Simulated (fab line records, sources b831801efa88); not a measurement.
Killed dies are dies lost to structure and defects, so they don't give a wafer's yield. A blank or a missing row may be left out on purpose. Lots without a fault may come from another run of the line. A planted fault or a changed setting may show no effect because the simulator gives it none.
fab line records | flow sky130
record lots=12 wafers=36 last_day=50
route steps=708 shown SONOS_ONO@173 POLY_GATE@205 RES_PROTECT@214 LDD_P@259 PAD_OPEN@708
lots that met no fault: from a run of the same line without faults
start_h: hours from the record's first day to the start of the lot's first wafer shown | wait_h: hours since the lot's step before | " the same as in the row above | L1.1+2: a row that stands for several wafers | - no value, or no start given | * or withheld: withheld | < > ~ a bound
route shown NAME@n: a module of which the file shows steps, and the number in the route of the first | usual: mean/standard deviation of fault-free wafers | same: alike in all rows | chamber/n: place in a boat | sites: the reading at each site | _std_site: their standard deviation | _edge_site: outer sites' mean less inner sites' | radius_mm: how far each site lies from the wafer's centre | mask NAME#n: copy n | behind: the tool/chamber that last shaped the wafer | hold: why the lot was held/for how many hours/how that ended | device: the transistor (n, p or np) that didn't switch | end of line: the same wafers' tests at the end of the route | a step without rows: its recipe alone | killed: dies lost to structure and defects at the first sort, not the wafer's yield | map: a wafer's dies, x killed, . not, _ none there
set.NAME: the setting as run; set.NAME@STEP: as run at that earlier step | model.NAME: the simulator's own value behind a step, which no gauge read
steps of the route over a sample of lots; a table a step, a row a wafer
services: from which hour (start_h, from the record's first day; less than 0 if before it) a tool's chamber was out of use, for how many hours, and why
## steps
# step SKY_SONOS_ONO_THK_MEAS_05
# recipe reads=SiO2_of_SONOS_ONO_CVD_04
# usual SONOS_ONO_CVD_04_THK=5.69/0.12
# columns lot.wafer tool chamber start_h wait_h SONOS_ONO_CVD_04_THK[nm]
L158.1 film_metro-03 - 256.45 0.0 5.69
L158.2 " - " " 5.59
L158.3 " - " " 5.67
L159.1 film_metro-01 - 264.78 0.0 5.71
L159.2 " - " " 5.62
L159.6 " - " " 5.68
L161.2 film_metro-03 - 276.29 0.0 5.89
L161.3 " - " " 5.74
L161.4 " - " " 5.77
L162.1 film_metro-01 - 292.56 0.0 5.52
L162.3 " - " " 5.44
L162.6 " - " " 5.53
L163.3 film_metro-03 - 301.92 0.0 5.63
L163.4 " - " " 5.74
L163.6 " - " " 5.74
L167.2 film_metro-03 - 322.27 0.0 5.69
L167.3 " - " " 5.65
L167.5 " - " " 5.61
L168.2 film_metro-03 - 328.56 0.0 5.71
L168.3 " - " " 5.66
L168.5 " - " " 5.80
L169.1 film_metro-02 - 347.81 0.0 5.48
L169.4 " - " " 5.52
L169.6 " - " " 5.50
L171.1 film_metro-02 - 363.13 0.0 5.97
L171.3 " - " " 6.02
L171.4 " - " " 5.98
L177.3 film_metro-03 - 406.28 0.0 5.65
L177.4 " - " " 5.53
L177.5 " - " " 5.61
L178.1 film_metro-02 - 409.87 0.0 5.58
L178.3 " - " " 5.66
L178.6 " - " " 5.75
L181.1 film_metro-01 - 437.36 0.0 5.73
L181.3 " - " " 5.65
L181.6 " - " " 5.73
# step SKY_POLY_GATE_THK_MEAS_01
# recipe reads=poly-Si_of_POLY_GATE_CVD_00
# usual POLY_GATE_CVD_00_THK=180.7/1.7
# columns lot.wafer tool chamber start_h wait_h POLY_GATE_CVD_00_THK[nm]
L158.1 film_metro-03 - 312.41 0.0 183.2
L158.2 " - " " 184.5
L158.3 " - " " 183.4
L159.1 film_metro-03 - 323.04 0.0 180.5
L159.2 " - " " 182.8
L159.6 " - " " 180.5
L161.2 film_metro-03 - 335.24 0.0 184.4
L161.3 " - " " 184.3
L161.4 " - " " 182.5
L162.1 film_metro-03 - 350.94 0.0 180.0
L162.3 " - " " 180.9
L162.6 " - " " 179.8
L163.3 film_metro-04 - 360.93 0.0 180.3
L163.4 " - " " 179.4
L163.6 " - " " 179.0
L167.2 film_metro-04 - 385.77 0.0 179.4
L167.3 " - " " 180.7
L167.5 " - " " 180.8
L168.2 film_metro-04 - 390.27 0.0 179.2
L168.3 " - " " 180.3
L168.5 " - " " 180.9
L169.1 film_metro-03 - 412.56 0.0 179.7
L169.4 " - " " 178.3
L169.6 " - " " 178.9
L171.1 film_metro-03 - 427.42 0.0 180.2
L171.3 " - " " 181.2
L171.4 " - " " 179.5
L177.3 film_metro-03 - 472.92 0.0 182.0
L177.4 " - " " 182.2
L177.5 " - " " 182.0
L178.1 film_metro-03 - 475.36 0.0 182.0
L178.3 " - " " 180.8
L178.6 " - " " 181.1
L181.1 film_metro-02 - 503.75 0.0 178.1
L181.3 " - " " 180.7
L181.6 " - " " 178.2
# step SKY_RES_PROTECT_STRIP_07
# recipe chemistry=O2/N2 power_w=1400 pressure_mtorr=1500 platen_temp_c=withheld o2_flow_sccm=3000 n2_flow_sccm=300 overash_fraction=0.5
# usual drypump_motor_current_A=5.93/0.25 oes_product_au=0.517/0.0048 strip_time_to_endpoint_s=23.27/0.035
# columns lot.wafer tool chamber start_h wait_h drypump_motor_current_A oes_product_au rf_hours_counter_h strip_time_to_endpoint_s
L158.1 plasma_asher-04 0 338.42 0.1 6.07 0.522 21 23.36
L158.2 " 1 " " 5.64 0.518 21 23.33
L158.3 " 0 " " 6.04 0.512 - 23.29
L159.1 plasma_asher-02 1 350.68 0.1 6.25 0.524 68 23.20
L159.2 " 0 " " 6.00 0.515 68 23.27
L159.6 " 0 " " 5.98 0.517 - 23.24
L161.2 plasma_asher-03 1 363.22 0.1 5.52 0.514 67 23.30
L161.3 " 1 " " 5.52 0.522 - 23.29
L161.4 " 0 " " 6.17 0.519 - 23.25
L162.1 plasma_asher-04 1 378.84 0.1 5.69 0.520 25 23.24
L162.3 " 1 " " 5.65 0.515 - 23.28
L162.6 " 0 " " 6.09 0.513 - 23.26
L163.3 plasma_asher-04 0 389.02 0.1 6.08 0.527 - 23.32
L163.4 " 1 " " 5.65 0.516 - 23.29
L163.6 " 1 " " 5.66 0.517 - 23.38
L167.2 plasma_asher-02 1 415.48 0.1 6.27 0.526 74 23.32
L167.3 " 1 " " 6.25 0.516 - 23.27
L167.5 " 0 " " 6.03 0.518 - 23.31
L168.2 plasma_asher-04 0 419.57 0.1 6.07 0.513 29 23.24
L168.3 " 1 " " 5.68 0.518 - 23.24
L168.5 " 0 " " 6.07 0.517 - 23.27
L169.1 plasma_asher-02 0 442.94 0.1 5.99 0.532 77 23.21
L169.4 " 0 " " 5.99 0.520 - 23.21
L169.6 " 0 " " 5.99 0.513 - 23.21
L171.1 plasma_asher-04 0 458.14 0.1 6.11 0.512 33 23.27
L171.3 " 1 " " 5.70 0.517 - 23.24
L171.4 " 0 " " 6.07 0.527 - 23.25
L177.3 plasma_asher-04 1 503.56 0.1 5.67 0.522 - 23.31
L177.4 " 0 " " 6.07 0.527 - 23.27
L177.5 " 0 " " 6.10 0.522 - 23.30
L178.1 plasma_asher-03 0 506.07 0.1 6.15 0.517 7 23.30
L178.3 " 0 " " 6.17 0.517 - 23.30
L178.6 " 1 " " 5.50 0.523 - 23.28
L181.1 plasma_asher-04 0 533.62 0.1 6.10 0.515 42 23.25
L181.3 " 1 " " 5.66 0.510 - 23.22
L181.6 " 1 " " 5.66 0.516 - 23.23
# step SKY_LDD_P_EXPOSE_04
# recipe mask_id=PSDM na=0.6 source_shape=conventional sigma_outer=0.6 polarization=unpolarized target_cd_nm=380 dose_mj=138
# same na=0.6
# columns lot.wafer tool chamber start_h wait_h mask
L158.1+2+3 iline_stepper-02 0 415.66 - PSDM#0
L159.1+2+6 iline_stepper-02 0 427.35 - PSDM#0
L161.2+3+4 iline_stepper-02 0 445.10 - PSDM#0
L162.1+3+6 iline_stepper-01 0 462.76 - PSDM#0
L163.3+4+6 iline_stepper-01 0 470.31 - PSDM#0
L167.2+3+5 iline_stepper-02 0 497.05 - PSDM#0
L168.2+3+5 iline_stepper-01 0 501.37 - PSDM#0
L169.1+4+6 iline_stepper-01 0 523.77 - PSDM#0
L171.1+3+4 iline_stepper-01 0 538.55 - PSDM#0
L177.3+4+5 iline_stepper-01 0 584.22 - PSDM#0
L178.1+3+6 iline_stepper-02 0 588.35 - PSDM#0
L181.1+3+6 iline_stepper-02 0 611.32 - PSDM#0
# step SKY_LDD_P_OVL_MEAS_08
# usual LDD_P_OVL=-0.2/1.3
# columns lot.wafer tool chamber start_h wait_h LDD_P_OVL[nm]
L158.1 overlay-02 - 430.88 0.1 -1.8
L158.2 " - " " -0.9
L158.3 " - " " -1.2
L159.1 overlay-01 - 441.80 0.1 1.6
L159.2 " - " " 0.0
L159.6 " - " " -0.7
L161.2 overlay-01 - 460.60 0.1 0.2
L161.3 " - " " -1.7
L161.4 " - " " 2.7
L162.1 overlay-02 - 478.38 0.1 -0.2
L162.3 " - " " -0.8
L162.6 " - " " -1.2
L163.3 overlay-01 - 485.99 0.1 1.5
L163.4 " - " " -2.8
L163.6 " - " " -0.8
L167.2 overlay-02 - 511.93 0.1 1.5
L167.3 " - " " 0.4
L167.5 " - " " -0.4
L168.2 overlay-01 - 516.40 0.1 -0.3
L168.3 " - " " -0.5
L168.5 " - " " 1.2
L169.1 overlay-02 - 538.55 0.1 35.8
L169.4 " - " " 34.6
L169.6 " - " " 33.7
L171.1 overlay-01 - 553.78 0.1 40.0
L171.3 " - " " 39.1
L171.4 " - " " 37.8
L177.3 overlay-02 - 599.00 0.1 34.9
L177.4 " - " " 34.1
L177.5 " - " " 34.6
L178.1 overlay-02 - 603.05 0.1 0.3
L178.3 " - " " 1.6
L178.6 " - " " -0.8
L181.1 overlay-02 - 625.84 0.1 0.2
L181.3 " - " " 1.6
L181.6 " - " " -0.2
# step SKY_PAD_OPEN_PROBE_99
# usual killed_at_M0_to_M3=42/6.1 killed_at_M4_up=3.1/1.7 killed_at_contacts=24/5.5 killed_at_front_end=16/4.1 killed_at_other=0.3/0.57 killed_dies=86/8.2 killed_on_rim=17/3.7 killed_open=47/6.8 killed_short=38/5.8
# same gross_dies=492 killed_at_back_side=0
# columns lot.wafer tool chamber start_h wait_h killed_at_M0_to_M3 killed_at_M4_up killed_at_contacts killed_at_front_end killed_at_other killed_dies killed_on_rim killed_open killed_short
L158.1 prober-02 - 1076.14 0.1 45 2 25 21 2 95 23 46 47
L158.2 prober-02 - 1076.19 0.1 43 2 16 16 0 77 14 44 33
L158.3 prober-02 - 1076.24 0.2 44 3 14 17 1 79 19 45 34
L159.1 prober-01 - 1080.15 0.1 47 4 17 13 0 81 18 42 39
L159.2 prober-01 - 1080.20 0.1 40 1 25 16 2 84 20 44 38
L159.6 prober-01 - 1080.40 0.2 38 0 21 7 0 66 17 32 34
L161.2 prober-01 - 1095.65 0.1 49 5 21 15 0 90 16 47 43
L161.3 prober-01 - 1095.70 0.2 56 6 15 18 1 96 22 46 49
L161.4 prober-01 - 1095.75 0.2 52 0 15 16 0 83 11 51 32
L162.1 prober-02 - 1106.28 0.1 48 1 37 14 1 101 22 60 39
L162.3 prober-02 - 1106.38 0.2 49 1 32 15 0 97 16 51 45
L162.6 prober-02 - 1106.53 0.2 43 4 20 11 0 78 12 35 41
L163.3 prober-01 - 1112.11 0.2 44 1 25 14 1 85 16 47 38
L163.4 prober-01 - 1112.16 0.2 40 1 25 20 0 86 15 51 35
L163.6 prober-01 - 1112.26 0.2 39 6 26 14 0 85 20 42 43
L167.2 prober-01 - 1128.04 0.1 43 2 20 13 0 78 15 46 32
L167.3 prober-01 - 1128.09 0.2 47 3 18 15 0 83 14 51 32
L167.5 prober-01 - 1128.19 0.2 34 7 27 12 0 80 22 43 37
L168.2 prober-02 - 1129.74 0.1 43 3 20 19 0 85 19 53 32
L168.3 prober-02 - 1129.79 0.2 45 2 27 13 1 88 22 46 42
L168.5 prober-02 - 1129.89 0.2 41 3 28 13 0 85 18 48 37
L169.1 prober-01 - 1145.21 0.1 39 1 23 19 0 82 14 40 42
L169.4 prober-01 - 1145.36 0.2 36 3 24 22 1 86 18 45 40
L169.6 prober-01 - 1145.46 0.2 32 2 16 21 1 72 14 31 40
L171.1 prober-01 - 1153.74 0.1 30 4 29 15 0 78 15 43 35
L171.3 prober-01 - 1153.84 0.2 32 7 28 12 0 79 15 49 30
L171.4 prober-01 - 1153.89 0.2 44 4 26 15 1 90 19 50 40
L177.3 prober-01 - 1179.49 0.2 49 4 24 12 0 89 14 48 41
L177.4 prober-01 - 1179.54 0.2 45 4 13 11 0 73 17 46 27
L177.5 prober-01 - 1179.59 0.2 51 7 21 15 0 94 20 52 41
L178.1 prober-02 - 1182.21 0.1 42 4 29 15 1 91 22 57 33
L178.3 prober-02 - 1182.31 0.2 33 5 29 12 0 79 12 51 28
L178.6 prober-02 - 1182.46 0.2 50 3 16 28 1 98 17 52 45
L181.1 prober-01 - 1196.81 0.1 38 6 18 15 0 77 10 41 36
L181.3 prober-01 - 1196.91 0.2 43 3 23 17 0 86 21 50 36
L181.6 prober-01 - 1197.06 0.2 44 1 27 25 0 97 17 60 37
# killed by level:class
L158.1 VIA2:geometric_particle:open=9 VIA3:geometric_particle:open=8 METAL1:geometric_particle:short=7 POLY_GATE:geometric_particle:short=7 CONTACT:geometric_particle:open=7 METAL2:geometric_particle:short=7 LI_CONTACT:geometric_particle:short=6 LI_CONTACT:geometric_particle:open=6
L158.2 VIA1:geometric_particle:open=8 VIA2:geometric_particle:open=8 METAL2:geometric_particle:short=7 CONTACT:geometric_particle:open=6 VIA3:geometric_particle:open=6 VIA1:geometric_particle:short=5 FIELD_ISO:geometric_particle:open=4 FIELD_ISO:geometric_particle:short=3
L158.3 VIA3:geometric_particle:open=9 VIA1:geometric_particle:open=6 METAL2:geometric_particle:short=6 VIA2:geometric_particle:open=6 FIELD_ISO:geometric_particle:open=5 LI_CONTACT:geometric_particle:open=5 VIA1:geometric_particle:short=4 POLY_GATE:geometric_particle:open=4
L159.1 VIA1:geometric_particle:open=8 VIA2:geometric_particle:open=7 VIA1:geometric_particle:short=7 VIA3:geometric_particle:open=6 METAL1:geometric_particle:short=6 FIELD_ISO:geometric_particle:open=5 POLY_GATE:geometric_particle:short=5 VIA3:geometric_particle:short=5
L159.2 LI_CONTACT:geometric_particle:open=9 VIA1:geometric_particle:open=9 LOCAL_INTERCONNECT:geometric_particle:short=7 VIA3:geometric_particle:open=7 VIA1:geometric_particle:short=5 VIA2:geometric_particle:open=5 FIELD_ISO:geometric_particle:open=4 FIELD_ISO:geometric_particle:short=4
L159.6 CONTACT:geometric_particle:open=7 CONTACT:geometric_particle:short=7 VIA1:geometric_particle:short=6 VIA2:geometric_particle:open=6 VIA3:geometric_particle:open=6 METAL2:geometric_particle:short=5 VIA1:geometric_particle:open=5 LOCAL_INTERCONNECT:geometric_particle:short=4
L161.2 VIA1:geometric_particle:open=16 VIA1:geometric_particle:short=7 VIA2:geometric_particle:open=7 LI_CONTACT:geometric_particle:open=6 CONTACT:geometric_particle:open=5 POLY_GATE:geometric_particle:short=5 LOCAL_INTERCONNECT:geometric_particle:short=5 VIA2:geometric_particle:short=5
L161.3 METAL3:geometric_particle:short=10 POLY_GATE:geometric_particle:open=9 VIA1:geometric_particle:open=8 VIA2:geometric_particle:open=8 POLY_GATE:geometric_particle:short=6 VIA3:geometric_particle:open=6 VIA1:geometric_particle:short=5 LI_CONTACT:geometric_particle:open=4
L161.4 VIA1:geometric_particle:open=14 METAL1:geometric_particle:short=7 CONTACT:geometric_particle:open=6 METAL2:geometric_particle:short=6 FIELD_ISO:geometric_particle:open=5 VIA2:geometric_particle:open=5 METAL1:geometric_particle:open=5 VIA3:geometric_particle:open=5
L162.1 CONTACT:geometric_particle:open=14 VIA1:geometric_particle:open=10 VIA3:geometric_particle:open=10 LI_CONTACT:geometric_particle:open=9 VIA1:geometric_particle:short=9 LI_CONTACT:geometric_particle:short=7 METAL3:geometric_particle:short=6 LOCAL_INTERCONNECT:geometric_particle:short=5
L162.3 VIA1:geometric_particle:open=11 CONTACT:geometric_particle:open=10 LI_CONTACT:geometric_particle:open=10 VIA3:geometric_particle:short=8 METAL1:geometric_particle:short=7 VIA2:geometric_particle:open=7 CONTACT:geometric_particle:short=5 LOCAL_INTERCONNECT:geometric_particle:short=5
L162.6 VIA3:geometric_particle:open=9 CONTACT:geometric_particle:open=7 FIELD_ISO:geometric_particle:short=5 METAL3:geometric_particle:short=5 METAL2:geometric_particle:short=5 VIA3:geometric_particle:short=5 CONTACT:geometric_particle:short=4 VIA1:geometric_particle:short=4
L163.3 VIA1:geometric_particle:open=10 CONTACT:geometric_particle:open=9 VIA3:geometric_particle:open=8 LI_CONTACT:geometric_particle:open=6 POLY_GATE:geometric_particle:open=5 CONTACT:geometric_particle:short=5 POLY_GATE:geometric_particle:short=4 METAL1:geometric_particle:short=4
L163.4 VIA1:geometric_particle:short=10 VIA2:geometric_particle:open=10 CONTACT:geometric_particle:open=9 LI_CONTACT:geometric_particle:open=8 POLY_GATE:geometric_particle:open=6 POLY_GATE:geometric_particle:short=6 VIA1:geometric_particle:open=6 VIA3:geometric_particle:open=5
L163.6 VIA3:geometric_particle:open=9 CONTACT:geometric_particle:short=8 LI_CONTACT:geometric_particle:open=7 VIA1:geometric_particle:open=7 LOCAL_INTERCONNECT:geometric_particle:short=5 METAL1:geometric_particle:short=5 VIA1:geometric_particle:short=5 CONTACT:geometric_particle:open=4
L167.2 VIA1:geometric_particle:open=8 CONTACT:geometric_particle:open=8 VIA2:geometric_particle:open=7 CONTACT:geometric_particle:short=6 VIA3:geometric_particle:open=6 POLY_GATE:geometric_particle:short=5 METAL1:geometric_particle:short=5 METAL1:geometric_particle:open=5
L167.3 VIA3:geometric_particle:open=11 LI_CONTACT:geometric_particle:open=8 VIA1:geometric_particle:open=8 VIA2:geometric_particle:open=8 CONTACT:geometric_particle:open=6 METAL2:geometric_particle:short=6 FIELD_ISO:geometric_particle:short=5 POLY_GATE:geometric_particle:short=3
L167.5 CONTACT:geometric_particle:open=12 VIA1:geometric_particle:open=12 LI_CONTACT:geometric_particle:open=7 FIELD_ISO:geometric_particle:short=6 METAL1:geometric_particle:short=6 METAL4:geometric_particle:short=5 POLY_GATE:geometric_particle:short=4 LI_CONTACT:geometric_particle:short=4
L168.2 VIA1:geometric_particle:open=14 LI_CONTACT:geometric_particle:open=10 VIA3:geometric_particle:open=8 VIA2:geometric_particle:short=7 POLY_GATE:geometric_particle:open=6 VIA2:geometric_particle:open=5 FIELD_ISO:geometric_particle:short=4 POLY_GATE:geometric_particle:short=3
L168.3 CONTACT:geometric_particle:open=11 VIA3:geometric_particle:open=9 VIA1:geometric_particle:open=8 VIA2:geometric_particle:open=8 METAL2:geometric_particle:short=7 POLY_GATE:geometric_particle:short=6 LOCAL_INTERCONNECT:geometric_particle:short=5 POLY_GATE:geometric_particle:open=4
L168.5 LI_CONTACT:geometric_particle:open=10 VIA1:geometric_particle:open=9 CONTACT:geometric_particle:open=7 METAL1:geometric_particle:short=6 METAL2:geometric_particle:short=5 POLY_GATE:geometric_particle:open=4 CONTACT:geometric_particle:short=4 VIA2:geometric_particle:open=4
L169.1 VIA1:geometric_particle:open=10 METAL2:geometric_particle:short=8 FIELD_ISO:geometric_particle:short=7 CONTACT:geometric_particle:short=7 FIELD_ISO:geometric_particle:open=5 LI_CONTACT:geometric_particle:open=5 CONTACT:geometric_particle:open=5 VIA2:geometric_particle:open=5
L169.4 VIA2:geometric_particle:open=8 LI_CONTACT:geometric_particle:open=8 VIA1:geometric_particle:open=8 FIELD_ISO:geometric_particle:short=7 CONTACT:geometric_particle:open=7 FIELD_ISO:geometric_particle:open=6 CONTACT:geometric_particle:short=6 METAL1:geometric_particle:short=5
L169.6 CONTACT:geometric_particle:open=7 FIELD_ISO:geometric_particle:short=6 METAL1:geometric_particle:short=6 FIELD_ISO:geometric_particle:open=5 VIA1:geometric_particle:short=5 VIA2:geometric_particle:open=4 METAL2:geometric_particle:short=4 SONOS_ONO:geometric_particle:short=3
L171.1 VIA1:geometric_particle:open=11 CONTACT:geometric_particle:open=10 LI_CONTACT:geometric_particle:open=8 METAL2:geometric_particle:short=6 CONTACT:geometric_particle:short=5 POLY_GATE:geometric_particle:open=4 POLY_GATE:geometric_particle:short=4 LOCAL_INTERCONNECT:geometric_particle:short=4
L171.3 LI_CONTACT:geometric_particle:open=9 CONTACT:geometric_particle:open=9 VIA2:geometric_particle:open=9 METAL4:geometric_particle:short=5 FIELD_ISO:geometric_particle:short=4 FIELD_ISO:geometric_particle:open=4 LOCAL_INTERCONNECT:geometric_particle:short=4 METAL1:geometric_particle:short=4
L171.4 VIA1:geometric_particle:open=10 CONTACT:geometric_particle:open=8 LI_CONTACT:geometric_particle:open=7 METAL2:geometric_particle:short=7 METAL1:geometric_particle:short=6 FIELD_ISO:geometric_particle:open=5 VIA3:geometric_particle:open=5 LOCAL_INTERCONNECT:geometric_particle:short=5
L177.3 VIA1:geometric_particle:open=11 CONTACT:geometric_particle:open=9 METAL1:geometric_particle:short=8 VIA2:geometric_particle:open=7 LI_CONTACT:geometric_particle:open=5 VIA3:geometric_particle:open=5 VIA1:geometric_particle:short=5 POLY_GATE:geometric_particle:open=4
L177.4 VIA1:geometric_particle:open=10 VIA2:geometric_particle:open=8 VIA3:geometric_particle:open=7 FIELD_ISO:geometric_particle:short=5 CONTACT:geometric_particle:open=5 METAL2:geometric_particle:short=5 CONTACT:geometric_particle:short=4 LI_CONTACT:geometric_particle:open=3
L177.5 VIA1:geometric_particle:open=12 VIA2:geometric_particle:open=12 LI_CONTACT:geometric_particle:open=7 METAL1:geometric_particle:short=7 CONTACT:geometric_particle:open=6 METAL2:geometric_particle:short=5 LOCAL_INTERCONNECT:geometric_particle:short=4 FIELD_ISO:geometric_particle:short=4
L178.1 CONTACT:geometric_particle:open=13 VIA1:geometric_particle:open=10 VIA3:geometric_particle:open=10 LI_CONTACT:geometric_particle:open=8 CONTACT:geometric_particle:short=6 FIELD_ISO:geometric_particle:open=5 METAL1:geometric_particle:short=5 VIA2:geometric_particle:open=4
L178.3 CONTACT:geometric_particle:open=14 VIA1:geometric_particle:open=11 LI_CONTACT:geometric_particle:open=6 POLY_GATE:geometric_particle:open=5 VIA3:geometric_particle:open=5 CONTACT:geometric_particle:short=4 METAL4:geometric_particle:short=4 FIELD_ISO:geometric_particle:short=3
L178.6 VIA3:geometric_particle:open=9 VIA1:geometric_particle:open=8 FIELD_ISO:geometric_particle:open=7 VIA1:geometric_particle:short=7 METAL2:geometric_particle:short=7 FIELD_ISO:geometric_particle:short=6 POLY_GATE:geometric_particle:open=6 CONTACT:geometric_particle:open=6
L181.1 VIA1:geometric_particle:open=11 METAL2:geometric_particle:short=6 CONTACT:geometric_particle:short=6 VIA3:geometric_particle:open=6 METAL4:geometric_particle:short=6 LI_CONTACT:geometric_particle:open=5 CONTACT:geometric_particle:open=5 VIA2:geometric_particle:open=5
L181.3 VIA3:geometric_particle:open=11 CONTACT:geometric_particle:open=10 VIA1:geometric_particle:open=8 POLY_GATE:geometric_particle:short=6 VIA1:geometric_particle:short=6 VIA2:geometric_particle:open=6 POLY_GATE:geometric_particle:open=5 LI_CONTACT:geometric_particle:open=4
L181.6 CONTACT:geometric_particle:open=11 VIA3:geometric_particle:open=11 VIA2:geometric_particle:open=10 POLY_GATE:geometric_particle:short=7 LI_CONTACT:geometric_particle:open=6 METAL2:geometric_particle:short=6 POLY_GATE:geometric_particle:open=5 FIELD_ISO:geometric_particle:short=4
## services
# columns tool chamber start_h hours kind
iline_stepper-01 0 331.49 - calibration
iline_stepper-01 - 334.31 1.7 pm
iline_stepper-02 - 342.91 4.0 repair
iline_stepper-01 - 389.83 2.1 pm
iline_stepper-01 - 391.91 - consumable_replace:lamp
iline_stepper-02 - 395.01 5.4 repair
plasma_asher-03 - 421.25 9.0 pm
plasma_asher-03 0 421.25 9.0 vent_cycle
plasma_asher-03 1 421.25 9.0 vent_cycle
iline_stepper-02 0 421.48 - calibration
plasma_asher-03 0 430.25 - clean
plasma_asher-03 1 430.25 - clean
plasma_asher-03 - 432.13 0.4 repair
iline_stepper-02 - 436.16 1.7 pm
plasma_asher-02 - 459.30 1.2 repair
iline_stepper-02 - 500.00 2.1 pm
iline_stepper-02 - 502.08 - consumable_replace:lamp
plasma_asher-02 - 506.91 13.5 repair
plasma_asher-03 - 510.19 4.3 repair
iline_stepper-01 - 542.93 19.4 repair
iline_stepper-01 0 554.09 - calibration
iline_stepper-01 - 562.36 1.7 pm
plasma_asher-04 - 574.13 7.3 pm
plasma_asher-02 - 583.73 2.8 pm
## key
first_sign step=SKY_LDD_P_OVL_MEAS_08 reading=LDD_P_OVL direction=up sigmas=27 usual=-0.2 struck=36.1
effect none on later readings
met_at SKY_LDD_P_EXPOSE_04
struck_lots L169,L171,L177
tester_left_out L169,L171,L177
not_acting_at SKY_SONOS_ONO_THK_MEAS_05,SKY_POLY_GATE_THK_MEAS_01,SKY_RES_PROTECT_STRIP_07
onset_between 501.37 523.77
fault kind=scanner_matching_overlay tool=iline_stepper-01 chamber=- onset_h=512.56 steps=SKY_LDD_P_EXPOSE_04 offset=36.581
# tester_left_out: of these lots the tester's yield and bins aren't shown, on N5 and GAA mostly nor the transistor test; their killed dies are dies lost to structure and defects alone, not to doping, threshold or leakage, so they don't give the yield
